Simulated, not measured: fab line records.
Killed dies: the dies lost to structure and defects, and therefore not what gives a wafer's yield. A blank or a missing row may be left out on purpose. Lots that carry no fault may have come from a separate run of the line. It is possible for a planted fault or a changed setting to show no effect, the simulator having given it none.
The tool behind it: which one? ; flow sky130 ; 12 lots, 34 wafers sampled, at 4 steps of a route of 708

## WHAT EACH GAUGE READ, for each wafer
SKY_SD_N_RS_MEAS_16: measures by four-point-probe.
lot;measured;on;SD_N_RS (ohm/sq)
L741;day 29 03:30;filmMetro-01;68.62 68.56 68.78
L743;day 29 20:23;filmMetro-01;68.55 68.55 68.65
L746;day 30 20:31;filmMetro-03;71.14 71.19 71.17
L747;day 31 07:28;filmMetro-01;71.34 71.43 71.30
L750;day 31 18:37;filmMetro-03;71.10 71.26 71.11
L753;day 33 05:59;filmMetro-02;68.48 68.54
L755;day 33 11:19;filmMetro-01;68.68 68.63 68.64
L757;day 34 09:25;filmMetro-01;68.59 68.69 68.63
L758;day 34 19:41;filmMetro-01;68.45 68.56 68.37
L759;day 35 01:36;filmMetro-03;68.37 68.35 68.57
L760;day 35 04:45;filmMetro-01;68.62 68.76 68.62
L762;day 35 12:02;filmMetro-03;68.59 68.52

SKY_SD_N_RS_MEAS_17: measures by four-point-probe.
lot;measured;on;SD_P_RS (ohm/sq)
L741;day 29 03:37;filmMetro-01;147.8 147.7 147.3
L743;day 29 20:30;filmMetro-01;146.9 146.8 146.6
L746;day 30 20:38;filmMetro-03;162.1 162.2 162.7
L747;day 31 07:35;filmMetro-01;162.7 162.7 162.3
L750;day 31 18:44;filmMetro-03;162.0 161.6 162.2
L753;day 33 06:07;filmMetro-02;147.3 147.5
L755;day 33 11:26;filmMetro-01;147.5 147.1 147.6
L757;day 34 09:32;filmMetro-01;147.4 147.2 147.5
L758;day 34 19:49;filmMetro-01;146.8 146.1 146.5
L759;day 35 01:43;filmMetro-03;147.0 146.6 146.8
L760;day 35 04:52;filmMetro-01;147.7 147.2 147.6
L762;day 35 12:09;filmMetro-03;147.1 146.6

SKY_LI_CONTACT_BOW_MEAS_03.
lot;measured;on;LI_CONTACT_BOW (um)
L741;day 29 04:20;filmMetro-02;63 58 65
L743;day 29 21:13;filmMetro-03;58 63 57
L746;day 30 21:22;filmMetro-01;55 49 51
L747;day 31 08:35;filmMetro-01;58 55 51
L750;day 31 19:28;filmMetro-01;46 49 46
L753;day 33 06:50;filmMetro-02;55 48
L755;day 33 12:10;filmMetro-01;49 50 43
L757;day 34 10:15;filmMetro-01;55 52 50
L758;day 34 20:42;filmMetro-01;56 53 50
L759;day 35 02:26;filmMetro-03;62 49 47
L760;day 35 05:35;filmMetro-01;46 50 56
L762;day 35 12:52;filmMetro-01;67 59

## WHICH TOOL RAN EACH LOT (tool, then ch and the chambers of the sampled wafers, then the start)
lot;SKY_SD_N_RTA_14
L741;rtpAnneal-02 ch 0, day 29 03:20
L743;rtpAnneal-01 ch 0, day 29 20:11
L746;rtpAnneal-02 ch 0, day 30 20:21
L747;rtpAnneal-02 ch 0, day 31 07:18
L750;rtpAnneal-02 ch 0, day 31 18:26
L753;rtpAnneal-01 ch 0, day 33 05:49
L755;rtpAnneal-01 ch 0, day 33 11:09
L757;rtpAnneal-01 ch 0, day 34 09:14
L758;rtpAnneal-02 ch 0, day 34 19:30
L759;rtpAnneal-01 ch 0, day 35 01:17
L760;rtpAnneal-02 ch 0, day 35 04:35
L762;rtpAnneal-02 ch 0, day 35 11:50
- SKY_SD_N_RTA_14: time 2 s.

## WHAT THE TOOLS THEMSELVES READ (means of the sampled wafers that have a number; where no wafer has one, the mark that the record gives instead)
SKY_SD_N_RTA_14.
lot;tool;lampPowerPct (%);rampDownCPerS;rampUpCPerS;wafer_temp_C_max
L741;rtpAnneal-02;15.76;89.989;149.99;1077.5
L743;rtpAnneal-01;15.74;89.998;150.02;1078.4
L746;rtpAnneal-02;15.73;90.008;150.01;1079.0
L747;rtpAnneal-02;15.73;90.000;150.00;1078.4
L750;rtpAnneal-02;15.76;89.998;150.01;1078.9
L753;rtpAnneal-01;15.74;90.009;150.00;1077.4
L755;rtpAnneal-01;15.70;89.994;150.00;1077.1
L757;rtpAnneal-01;15.75;89.994;149.98;1077.2
L758;rtpAnneal-02;15.79;89.994;150.00;1078.2
L759;rtpAnneal-01;15.74;90.010;150.02;1077.6
L760;rtpAnneal-02;15.70;89.992;150.00;1077.0
L762;rtpAnneal-02;15.73;90.026;150.06;1077.5

## THE ANSWER, worked out from the rows above alone
Rule: the lots themselves supply what counts as usual. The widest of any qualifying gaps counts: lots, ordered by their means at a reading, are off when they make up no more than a third of the lots, leave a main group of 4 or more, and stand apart from it by 3 or more times the standard deviation of that group's means. If all means in a main group match to the digits the tables above print for the reading, that group is not used. A lot without any number at a reading at which 4 lots or more have one is off too. The other lots that the step has rows for count as sound. The gauges are gone through in route order, then the tools' own readings, and for those a lot's mean is taken as printed above. The first step at which some lot is off is used, and at that step the reading that is off furthest; a lot without a number counts as furthest.
Off: L746, L747, L750, seen at SKY_SD_N_RS_MEAS_16 (SD_N_RS). Main group: mean 68.57 ohm/sq, sd 0.084.
A tool fits if, at a process step before that reading, it ran every lot that is off, and no sound lot after the first of them. The gauges at SKY_SD_N_RS_MEAS_16 are tried like those tools. Not one of the candidates tried fits.

## WHAT THE SIMULATOR HAD INSERTED
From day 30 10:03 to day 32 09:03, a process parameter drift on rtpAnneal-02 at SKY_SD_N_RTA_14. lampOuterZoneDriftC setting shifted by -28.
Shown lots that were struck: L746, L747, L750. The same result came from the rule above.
